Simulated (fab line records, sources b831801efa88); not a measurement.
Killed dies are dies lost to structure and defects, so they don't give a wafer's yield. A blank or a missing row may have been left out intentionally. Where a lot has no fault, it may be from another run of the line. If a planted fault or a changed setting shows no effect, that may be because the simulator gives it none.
fab line records	flow sky130	part 1 of 2: steps 1 to 24 of 34
[record] lots = 5	wafers = 15	last-day = 48
route steps=708 shown METAL1@450 VIA1@458 METAL2@483
lots with no fault: from the same line, run without faults
start-h: the number of hours between the record's first day and the start of the first shown wafer of the lot	wait-h: hours since the lot's step before	" the same as in the row above	L1.1+2: one row covering several wafers at once	- no value, or no start given	* or withheld: withheld	< > ~ a bound
route shown NAME@n: a module of which the file shows steps, and the number in the route of the first	usual: mean/standard deviation of fault-free wafers	same: alike in all rows	chamber/n: place in a boat	sites: readings site by site	_std_site: their standard deviation	_edge_site: outer sites' mean less inner sites'	radius-mm: how far each site lies from the wafer's centre	mask NAME#n: copy n	behind: tool/chamber where the wafer was last shaped	hold: the reason the lot was held/the length of the hold in hours/how it ended	device: names the non-switching transistor (n, p or np)	end of line: the same wafers' tests at the end of the route	a step with no rows: only its recipe	killed: the dies lost at the first sort to structure and to defects; this is not the yield of the wafer	map: shows each die of a wafer: x if killed, . if not, _ if none is there
set.NAME: the run value of the setting; set.NAME@STEP: its run value at that earlier step	model.NAME: the simulator's own value behind a step, which no gauge read
lots at some steps of the route; a table a step, a row a wafer
services: from which hour (start-h, from the record's first day; less than 0 if before it) a tool's chamber was out of use, for how many hours, and why
[[steps]]
[step SKY_METAL1_OVL_MEAS_16]
[usual] METAL1_OVL = 4/5
lot.wafer	tool	chamber	start-h	wait-h	METAL1_OVL[nm]
L075.1	overlay-02	-	790.25	0.1	11
L075.2	"	-	"	"	13
L075.4	"	-	"	"	14
L076.3	overlay-01	-	794.91	0.1	2
L076.5	"	-	"	"	10
L076.6	"	-	"	"	3
L079.4	overlay-02	-	828.42	0.1	15
L079.5	"	-	"	"	9
L079.6	"	-	"	"	7
L084.1	overlay-02	-	865.90	0.1	-2
L084.4	"	-	"	"	-3
L084.6	"	-	"	"	-6
L088.2	overlay-01	-	876.86	0.1	2
L088.5	"	-	"	"	3
L088.6	"	-	"	"	2
[step SKY_METAL1_DESCUM_17]
[recipe] chemistry = O2	source-power-w = 150	bias-power-w = 0	pressure-mtorr = 10	temp-c = 40	time-s = 8
[usual] drypump-motor-current-A = 5.6/0.44	oes-product-au = 1.009/0.0098
lot.wafer	tool	chamber	start-h	wait-h	drypump-motor-current-A	oes-product-au	rf-hours-counter-h
L075.1	rie-metal-04	0	790.29	0.0	5.7	1.008	14
L075.2	"	1	"	"	5.8	1.019	10
L075.4	"	0	"	"	5.7	1.010	-
L076.3	rie-metal-04	0	794.95	0.0	5.7	0.995	-
L076.5	"	0	"	"	5.7	1.017	-
L076.6	"	1	"	"	5.8	1.007	-
L079.4	rie-metal-03	1	828.44	0.0	5.1	1.004	-
L079.5	"	0	"	"	5.5	1.012	-
L079.6	"	1	"	"	5.1	1.009	-
L084.1	rie-metal-03	0	865.94	0.0	5.5	1.011	3
L084.4	"	0	"	"	5.5	1.008	-
L084.6	"	1	"	"	5.1	1.015	-
L088.2	rie-metal-03	1	876.89	0.0	5.1	1.006	8
L088.5	"	0	"	"	5.6	1.003	-
L088.6	"	1	"	"	5.1	1.012	-
[step SKY_METAL1_ETCH_18]
[recipe] chemistry = N2/H2	target = BARC	ion-energy-ev = 200	bias-w = 100	pressure-mtorr = 30	n2-flow-sccm = 100	h2-flow-sccm = 200	icp-w = 500	stop-on = SiO2	time-s = 45.9	target-depth-a = 600
[usual] drypump-motor-current-A = 5.6/0.44	oes-product-au = 0.854/0.0048	throttle-valve-pct = 13.225/0.0087
lot.wafer	tool	chamber	start-h	wait-h	drypump-motor-current-A	oes-product-au	rf-hours-counter-h	throttle-valve-pct
L075.1	rie-metal-04	0	790.32	0.0	5.7	0.854	14	13.229
L075.2	"	1	"	"	5.8	0.852	10	13.231
L075.4	"	0	"	"	5.7	0.858	-	13.243
L076.3	rie-metal-04	0	794.99	0.0	5.7	0.853	-	13.233
L076.5	"	0	"	"	5.7	0.851	-	13.216
L076.6	"	1	"	"	5.9	0.853	-	13.215
L079.4	rie-metal-03	1	828.49	0.0	5.1	0.854	-	13.237
L079.5	"	0	"	"	5.5	0.858	-	13.238
L079.6	"	1	"	"	5.1	0.860	-	13.224
L084.1	rie-metal-03	0	865.97	0.0	5.6	0.849	3	13.232
L084.4	"	0	"	"	5.5	0.847	-	13.216
L084.6	"	1	"	"	5.1	0.847	-	13.238
L088.2	rie-metal-03	1	876.92	0.0	5.1	0.847	8	13.228
L088.5	"	0	"	"	5.6	0.846	-	13.238
L088.6	"	1	"	"	5.1	0.849	-	13.229
[step SKY_METAL1_METAL_ETCH_19]
[recipe] target-depth-a = 3600	stop-on = SiO2	over-etch-frac = 0.3	time-s = 78	chemistry = Cl2/BCl3	resist-sidewall-deg = 88	pressure-mtorr = 10	icp-w = 900	bias-w = 48.5	Cl2_flow_sccm = 60	bcl3-flow-sccm = 30
[usual] drypump-motor-current-A = 5.6/0.45	oes-product-au = 0.856/0.0059	throttle-valve-pct = 22.266/0.009
lot.wafer	tool	chamber	start-h	wait-h	drypump-motor-current-A	oes-product-au	rf-hours-counter-h	throttle-valve-pct
L075.1	rie-metal-04	0	790.38	0.0	5.7	0.852	14	22.265
L075.2	"	1	"	"	5.8	0.850	10	22.264
L075.4	"	0	"	"	5.7	0.860	-	22.259
L076.3	rie-metal-04	0	795.06	0.1	5.7	0.856	-	22.266
L076.5	"	0	"	"	5.7	0.855	-	22.264
L076.6	"	1	"	"	5.8	0.862	-	22.281
L079.4	rie-metal-03	1	828.56	0.1	5.1	0.842	-	22.274
L079.5	"	0	"	"	5.6	0.855	-	22.277
L079.6	"	1	"	"	5.1	0.862	-	22.244
L084.1	rie-metal-03	0	866.03	0.0	5.5	0.860	3	22.257
L084.4	"	0	"	"	5.5	0.857	-	22.271
L084.6	"	1	"	"	5.1	0.862	-	22.250
L088.2	rie-metal-03	1	876.98	0.0	5.1	0.856	8	22.257
L088.5	"	0	"	"	5.5	0.856	-	22.269
L088.6	"	1	"	"	5.1	0.860	-	22.281
[step SKY_METAL1_STRIP_20]
[recipe] chemistry = O2/N2	power-w = 1400	pressure-mtorr = 1500	platen-temp-c = withheld	o2-flow-sccm = 3000	n2-flow-sccm = 300	overash-fraction = 0.5
[usual] drypump-motor-current-A = 5.70/0.17	oes-product-au = 0.340/0.005	strip-time-to-endpoint-s = 2.65/0.046
lot.wafer	tool	chamber	start-h	wait-h	drypump-motor-current-A	oes-product-au	rf-hours-counter-h	strip-time-to-endpoint-s
L075.1	plasma-asher-02	0	790.47	0.1	5.81	0.342	4	2.64
L075.2	"	1	"	"	5.85	0.341	4	2.64
L075.4	"	1	"	"	5.83	0.347	-	2.66
L076.3	plasma-asher-03	1	795.15	0.1	5.83	0.335	-	2.67
L076.5	"	0	"	"	5.75	0.336	-	2.72
L076.6	"	1	"	"	5.84	0.335	-	2.64
L079.4	plasma-asher-03	0	828.65	0.1	5.69	0.337	-	2.65
L079.5	"	1	"	"	5.78	0.345	-	2.64
L079.6	"	0	"	"	5.74	0.334	-	2.66
L084.1	plasma-asher-02	0	866.12	0.1	5.81	0.338	12	2.64
L084.4	"	1	"	"	5.85	0.339	-	2.69
L084.6	"	0	"	"	5.82	0.335	-	2.66
L088.2	plasma-asher-01	0	877.07	0.1	5.47	0.336	46	2.65
L088.5	"	0	"	"	5.53	0.342	-	2.63
L088.6	"	1	"	"	5.43	0.337	-	2.65
[step SKY_METAL1_STRIP_21]
[recipe] chemistry = post-etch-residue-remover	time-s = 1200	temp-c = 72.5
lot.wafer	tool	chamber	start-h	wait-h
L075.1+2+4	wet-bench-01	1	790.57	0.1
L076.3+5+6	wet-bench-03	1	795.22	0.0
L079.4+5+6	wet-bench-01	0	828.72	0.0
L084.1+4+6	wet-bench-03	3	866.22	0.1
L088.2+5+6	wet-bench-01	3	877.17	0.1
[step SKY_METAL1_CLEAN_22]
[recipe] chemistry = IPA	time-s = 180	temp-c = 25
lot.wafer	tool	chamber	start-h	wait-h
L075.1+2+4	wet-bench-03	3	790.91	0.0
L076.3+5+6	wet-bench-01	0	795.66	0.0
L079.4+5+6	wet-bench-02	2	829.09	0.0
L084.1+4+6	wet-bench-02	1	866.59	0.0
L088.2+5+6	wet-bench-02	0	877.51	0.0
[step SKY_METAL1_CLEAN_23]
[recipe] chemistry = O3/DIW	dry = n2-spin
lot.wafer	tool	chamber	start-h	wait-h
L075.1+2+4	wet-bench-02	2	790.98	0.0
L076.3+5+6	wet-bench-01	0	795.72	0.0
L079.4+5+6	wet-bench-03	1	829.15	0.0
L084.1+4+6	wet-bench-01	3	866.66	0.0
L088.2+5+6	wet-bench-03	1	877.58	0.0
[step SKY_VIA1_HDPCVD_00]
[recipe] material = SiO2	target-thk-nm = 1030	sigma-open-frac = 0.3	time-s = 171.7	temp-c = 400	sih4-flow-sccm = 60	pressure-mtorr = 6
lot.wafer	tool	chamber	start-h	wait-h
L075.1+2+4	hdpcvd-02	2,0,2	791.07	0.0
L076.3+5+6	hdpcvd-02	2,1,0	795.81	0.0
L079.4+5+6	hdpcvd-02	2,0,1	829.30	0.1
L084.1+4+6	hdpcvd-02	0,0,1	866.76	0.0
L088.2+5+6	hdpcvd-02	2,2,1	877.69	0.0
[step SKY_VIA1_THK_MEAS_01]
[recipe] reads = SiO2_of_VIA1_HDPCVD_00
[usual] VIA1_HDPCVD_THK = 1036/11
lot.wafer	tool	chamber	start-h	wait-h	VIA1_HDPCVD_THK[nm]
L075.1	film-metro-03	-	791.24	0.1	1029
L075.2	"	-	"	"	1031
L075.4	"	-	"	"	1015
L076.3	film-metro-02	-	795.95	0.1	1018
L076.5	"	-	"	"	1028
L076.6	"	-	"	"	1042
L079.4	film-metro-03	-	829.38	0.0	1046
L079.5	"	-	"	"	1037
L079.6	"	-	"	"	1037
L084.1	film-metro-03	-	866.87	0.1	1046
L084.4	"	-	"	"	1034
L084.6	"	-	"	"	1033
L088.2	film-metro-01	-	877.81	0.1	1027
L088.5	"	-	"	"	1030
L088.6	"	-	"	"	1026
[step SKY_VIA1_CMP_02]
[recipe] material = SiO2	down-force-psi = 4	platen-rpm = 60	pad-velocity-m-s = 0.94248
[usual] motor-current-A = 11.8/1.2
lot.wafer	tool	chamber	start-h	wait-h	motor-current-A
L075.4	cmp-01	1	791.35	0.1	11.8
L075.1	"	2	"	"	11.2
L075.2	"	3	"	"	12.3
L076.3	cmp-02	0	796.04	0.1	13.1
L076.6	"	3	"	"	11.6
L076.5	"	0	"	"	12.6
L079.4	cmp-01	0	829.46	0.1	12.1
L079.5	"	3	"	"	12.8
L079.6	"	0	"	"	11.5
L084.4	cmp-02	3	866.93	0.0	10.6
L084.1	"	2	"	"	9.5
L084.6	"	3	"	"	10.6
L088.2	cmp-02	0	877.96	0.1	12.6
L088.5	"	2	"	"	10.0
L088.6	"	3	"	"	11.3
[step SKY_VIA1_BOW_MEAS_03]
[recipe] mode = bow
[usual] VIA1_BOW = 78/6.9
lot.wafer	tool	chamber	start-h	wait-h	VIA1_BOW[um]
L075.1	film-metro-02	-	791.60	0.1	85
L075.2	"	-	"	"	78
L075.4	"	-	"	"	69
L076.3	film-metro-01	-	796.33	0.2	69
L076.5	"	-	"	"	82
L076.6	"	-	"	"	83
L079.4	film-metro-01	-	829.77	0.3	80
L079.5	"	-	"	"	85
L079.6	"	-	"	"	86
L084.1	film-metro-01	-	867.23	0.1	75
L084.4	"	-	"	"	68
L084.6	"	-	"	"	85
L088.2	film-metro-01	-	878.18	0.2	77
L088.5	"	-	"	"	85
L088.6	"	-	"	"	90
[step SKY_VIA1_DEHYDRATE_04]
[recipe] temp-c = 200	time-s = 60
[usual] chill-plate-temp-C = 23.00/0.1	resist-line-temp-C = 23.01/0.1
lot.wafer	tool	chamber	start-h	wait-h	chill-plate-temp-C	resist-line-temp-C
L075.1	litho-track-02	0	804.30	12.7	23.12	23.09
L075.2	"	0	"	"	23.13	23.20
L075.4	"	0	"	"	23.02	23.12
L076.3	litho-track-03	0	809.28	12.9	23.05	23.04
L076.5	"	0	"	"	23.10	23.16
L076.6	"	0	"	"	23.17	22.97
L079.4	litho-track-03	0	842.20	12.4	22.94	22.92
L079.5	"	0	"	"	22.97	23.11
L079.6	"	0	"	"	23.20	23.01
L084.1	litho-track-03	0	879.98	12.7	22.91	22.99
L084.4	"	0	"	"	23.06	22.90
L084.6	"	0	"	"	23.13	23.01
L088.2	litho-track-04	0	889.20	11.0	22.99	22.83
L088.5	"	0	"	"	22.84	22.95
L088.6	"	0	"	"	22.92	22.94
[step SKY_VIA1_HMDS_05]
[recipe] prime-time-s = 60	prime-temp-c = 120
[usual] chill-plate-temp-C = 23.01/0.11	resist-line-temp-C = 23.00/0.11
lot.wafer	tool	chamber	start-h	wait-h	chill-plate-temp-C	resist-line-temp-C
L075.1	litho-track-02	0	804.45	0.1	22.91	22.81
L075.2	"	0	"	"	23.07	23.01
L075.4	"	0	"	"	22.97	22.95
L076.3	litho-track-03	0	809.43	0.1	23.01	22.95
L076.5	"	0	"	"	23.22	23.04
L076.6	"	0	"	"	23.17	22.97
L079.4	litho-track-03	0	842.35	0.1	23.11	23.16
L079.5	"	0	"	"	23.10	23.00
L079.6	"	0	"	"	23.14	23.06
L084.1	litho-track-03	0	880.13	0.1	23.07	23.12
L084.4	"	0	"	"	23.07	22.96
L084.6	"	0	"	"	22.98	23.18
L088.2	litho-track-04	0	889.35	0.1	23.07	22.99
L088.5	"	0	"	"	23.09	23.03
L088.6	"	0	"	"	23.10	22.92
[step SKY_VIA1_COAT_06]
[recipe] resist = BARC	temp-c = withheld	time-s = withheld	spin-rpm = 3000	resist-thk-nm = 60
[usual] chill-plate-temp-C = *	resist-line-temp-C = *
lot.wafer	tool	chamber	start-h	wait-h	chill-plate-temp-C	resist-line-temp-C
L075.1	litho-track-02	0	804.60	0.1	*	*
L075.2	"	0	"	"	*	*
L075.4	"	0	"	"	*	*
L076.3	litho-track-03	0	809.58	0.1	*	*
L076.5	"	0	"	"	*	*
L076.6	"	0	"	"	*	*
L079.4	litho-track-03	0	842.50	0.1	*	*
L079.5	"	0	"	"	*	*
L079.6	"	0	"	"	*	*
L084.1	litho-track-03	0	880.28	0.1	*	*
L084.4	"	0	"	"	*	*
L084.6	"	0	"	"	*	*
L088.2	litho-track-04	0	889.50	0.1	*	*
L088.5	"	0	"	"	*	*
L088.6	"	0	"	"	*	*
[step SKY_VIA1_COAT_07]
[recipe] resist = KrF-thick	spin-rpm = 3000	resist-thk-nm = 450
[usual] chill-plate-temp-C = 23.02/0.11	resist-line-temp-C = 23.01/0.099
lot.wafer	tool	chamber	start-h	wait-h	chill-plate-temp-C	resist-line-temp-C
L075.1	litho-track-02	0	-	-	23.14	23.02
L075.2	"	0	"	"	22.96	23.11
L075.4	"	0	"	"	22.91	23.02
L076.3	litho-track-03	0	-	-	22.94	23.16
L076.5	"	0	"	"	22.82	23.11
L076.6	"	0	"	"	22.83	23.09
L079.4	litho-track-03	0	-	-	22.95	22.75
L079.5	"	0	"	"	22.98	22.93
L079.6	"	0	"	"	22.96	22.98
L084.1	litho-track-03	0	-	-	23.06	23.09
L084.4	"	0	"	"	23.05	23.04
L084.6	"	0	"	"	23.04	23.24
L088.2	litho-track-04	0	-	-	22.95	23.07
L088.5	"	0	"	"	23.11	23.07
L088.6	"	0	"	"	23.16	23.08
[step SKY_VIA1_SOFTBAKE_08]
[recipe] temp-c = 100	time-s = 90	resist = KrF-thick
[usual] chill-plate-temp-C = 23.02/0.12	resist-line-temp-C = 23.02/0.11
lot.wafer	tool	chamber	start-h	wait-h	chill-plate-temp-C	resist-line-temp-C
L075.1	litho-track-02	0	-	-	22.96	22.95
L075.2	"	0	"	"	22.83	23.04
L075.4	"	0	"	"	22.90	23.16
L076.3	litho-track-03	0	-	-	23.28	23.08
L076.5	"	0	"	"	22.99	22.97
L076.6	"	0	"	"	23.05	23.03
L079.4	litho-track-03	0	-	-	23.14	23.10
L079.5	"	0	"	"	23.26	23.04
L079.6	"	0	"	"	22.99	22.88
L084.1	litho-track-03	0	-	-	23.08	23.03
L084.4	"	0	"	"	23.22	22.92
L084.6	"	0	"	"	23.15	22.94
L088.2	litho-track-04	0	-	-	22.86	22.83
L088.5	"	0	"	"	23.21	22.84
L088.6	"	0	"	"	23.14	23.00
[step SKY_VIA1_EXPOSE_09]
[recipe] mask-id = VIM	na = 0.8	source-shape = annular	sigma-inner = 0.55	sigma-outer = 0.85	target-cd-nm = 150	dose-mj = 38
[same] sigma-inner = 0.55
lot.wafer	tool	chamber	start-h	wait-h	mask
L075.1+2+4	krf-scanner-02	0	-	-	VIM#0
L076.3+5+6	krf-scanner-02	0	-	-	VIM#0
L079.4+5+6	krf-scanner-02	0	-	-	VIM#0
L084.1+4+6	krf-scanner-02	0	-	-	VIM#0
L088.2+5+6	krf-scanner-01	0	-	-	VIM#0
[step SKY_VIA1_PEB_10]
[recipe] peb-temp-c = withheld	peb-time-s = withheld	resist = KrF-thick
[usual] chill-plate-temp-C = *	resist-line-temp-C = *
lot.wafer	tool	chamber	start-h	wait-h	chill-plate-temp-C	resist-line-temp-C
L075.1	litho-track-03	0	-	-	*	*
L075.2	"	0	"	"	*	*
L075.4	"	0	"	"	*	*
L076.3	litho-track-04	0	-	-	*	*
L076.5	"	0	"	"	*	*
L076.6	"	0	"	"	*	*
L079.4	litho-track-02	0	-	-	*	*
L079.5	"	0	"	"	*	*
L079.6	"	0	"	"	*	*
L084.1	litho-track-04	0	-	-	*	*
L084.4	"	0	"	"	*	*
L084.6	"	0	"	"	*	*
L088.2	litho-track-03	0	-	-	*	*
L088.5	"	0	"	"	*	*
L088.6	"	0	"	"	*	*
[step SKY_VIA1_DEVELOP_11]
[recipe] develop-time-s = 60	resist = KrF-thick	dev-temp-c = 21
[usual] chill-plate-temp-C = 23.01/0.11	resist-line-temp-C = 23.00/0.1
lot.wafer	tool	chamber	start-h	wait-h	chill-plate-temp-C	resist-line-temp-C
L075.1	litho-track-03	0	-	-	23.00	23.05
L075.2	"	0	"	"	23.05	23.06
L075.4	"	0	"	"	23.08	22.95
L076.3	litho-track-04	0	-	-	23.18	23.10
L076.5	"	0	"	"	23.08	23.11
L076.6	"	0	"	"	23.15	23.09
L079.4	litho-track-02	0	-	-	23.06	23.00
L079.5	"	0	"	"	22.87	23.02
L079.6	"	0	"	"	22.90	22.99
L084.1	litho-track-04	0	-	-	22.96	22.82
L084.4	"	0	"	"	22.98	22.90
L084.6	"	0	"	"	23.13	23.01
L088.2	litho-track-03	0	-	-	23.05	23.09
L088.5	"	0	"	"	23.22	22.95
L088.6	"	0	"	"	23.09	23.09
[step SKY_VIA1_CD_MEAS_12]
[recipe] target-cd-nm = 150
[usual] cd-nm = 149.8/1.5
lot.wafer	tool	chamber	start-h	wait-h	cd-nm
L075.1	cd-sem-01	-	818.03	-	147.4
L075.2	"	-	"	"	147.1
L075.4	"	-	"	"	148.2
L076.3	cd-sem-01	-	823.37	-	147.5
L076.5	"	-	"	"	150.0
L076.6	"	-	"	"	151.2
L079.4	cd-sem-02	-	856.56	-	149.1
L079.5	"	-	"	"	149.5
L079.6	"	-	"	"	148.4
L084.1	cd-sem-02	-	891.83	-	150.2
L084.4	"	-	"	"	150.4
L084.6	"	-	"	"	149.5
L088.2	cd-sem-02	-	902.30	-	153.1
L088.5	"	-	"	"	151.5
L088.6	"	-	"	"	151.1
[step SKY_VIA1_OVL_MEAS_13]
[usual] VIA1_OVL = 5/5.1
lot.wafer	tool	chamber	start-h	wait-h	VIA1_OVL[nm]
L075.1	overlay-02	-	818.15	0.1	-1
L075.2	"	-	"	"	5
L075.4	"	-	"	"	-5
L076.3	overlay-02	-	823.46	0.1	1
L076.5	"	-	"	"	3
L076.6	"	-	"	"	0
L079.4	overlay-01	-	856.64	0.1	-1
L079.5	"	-	"	"	7
L079.6	"	-	"	"	-7
L084.1	overlay-01	-	891.95	0.1	10
L084.4	"	-	"	"	0
L084.6	"	-	"	"	3
L088.2	overlay-01	-	902.40	0.1	0
L088.5	"	-	"	"	0
L088.6	"	-	"	"	4
[step SKY_VIA1_ETCH_14]
[recipe] chemistry = N2/H2	target = BARC	ion-energy-ev = 200	source-w = 500	bias-w = 100	pressure-mtorr = 30	n2-flow-sccm = 100	h2-flow-sccm = 200	stop-on = SiO2	time-s = 45.9	target-depth-a = 600
[usual] drypump-motor-current-A = 5.9/0.47	oes-product-au = 0.854/0.004	throttle-valve-pct = 13.225/0.0089
lot.wafer	tool	chamber	start-h	wait-h	drypump-motor-current-A	oes-product-au	rf-hours-counter-h	throttle-valve-pct
L075.1	rie-diel-01	2	818.18	0.0	6.5	0.860	24	13.225
L075.2	"	3	"	"	5.9	0.851	12	13.237
L075.4	"	0	"	"	6.0	0.862	14	13.242
L076.3	rie-diel-02	1	823.49	0.0	5.0	0.848	10	13.226
L076.5	"	1	"	"	5.0	0.860	-	13.217
L076.6	"	2	"	"	5.2	0.851	-	13.232
L079.4	rie-diel-02	1	856.65	0.0	5.0	0.853	11	13.233
L079.5	"	2	"	"	5.2	0.862	-	13.239
L079.6	"	3	"	"	6.2	0.851	-	13.232
L084.1	rie-diel-01	2	891.99	0.0	6.5	0.851	25	13.223
L084.4	"	1	"	"	6.6	0.852	12	13.215
L084.6	"	2	"	"	6.5	0.855	-	13.217
L088.2	rie-diel-02	0	902.43	0.0	6.3	0.853	2	13.223
L088.5	"	2	"	"	5.2	0.862	-	13.238
L088.6	"	3	"	"	6.1	0.858	-	13.228
[step SKY_VIA1_ETCH_15]
[recipe] target = SiO2	chemistry = C4F8/O2/Ar	target-depth-nm = 351	stop-on = TiN	mask-material = KrF-thick	source-w = 1500	bias-w = 1200	pressure-mtorr = 40	c4f8-flow-sccm = withheld	O2_flow_sccm = 6	Ar_flow_sccm = 300	time-s = 54
[usual] oes-product-au = 0.980/0.0058
lot.wafer	tool	chamber	start-h	wait-h	oes-product-au	rf-hours-counter-h
L075.1	rie-diel-01	2	818.23	0.0	0.975	24
L075.2	"	3	"	"	0.987	12
L075.4	"	0	"	"	0.980	14
L076.3	rie-diel-02	1	823.53	0.0	0.978	10
L076.5	"	1	"	"	0.980	-
L076.6	"	2	"	"	0.990	-
L079.4	rie-diel-02	1	856.70	0.0	0.983	11
L079.5	"	2	"	"	0.983	-
L079.6	"	3	"	"	0.977	-
L084.1	rie-diel-01	2	892.03	0.0	0.973	25
L084.4	"	1	"	"	0.985	12
L084.6	"	2	"	"	0.972	-
L088.2	rie-diel-02	0	902.48	0.0	0.988	2
L088.5	"	2	"	"	0.984	-
L088.6	"	3	"	"	0.990	-
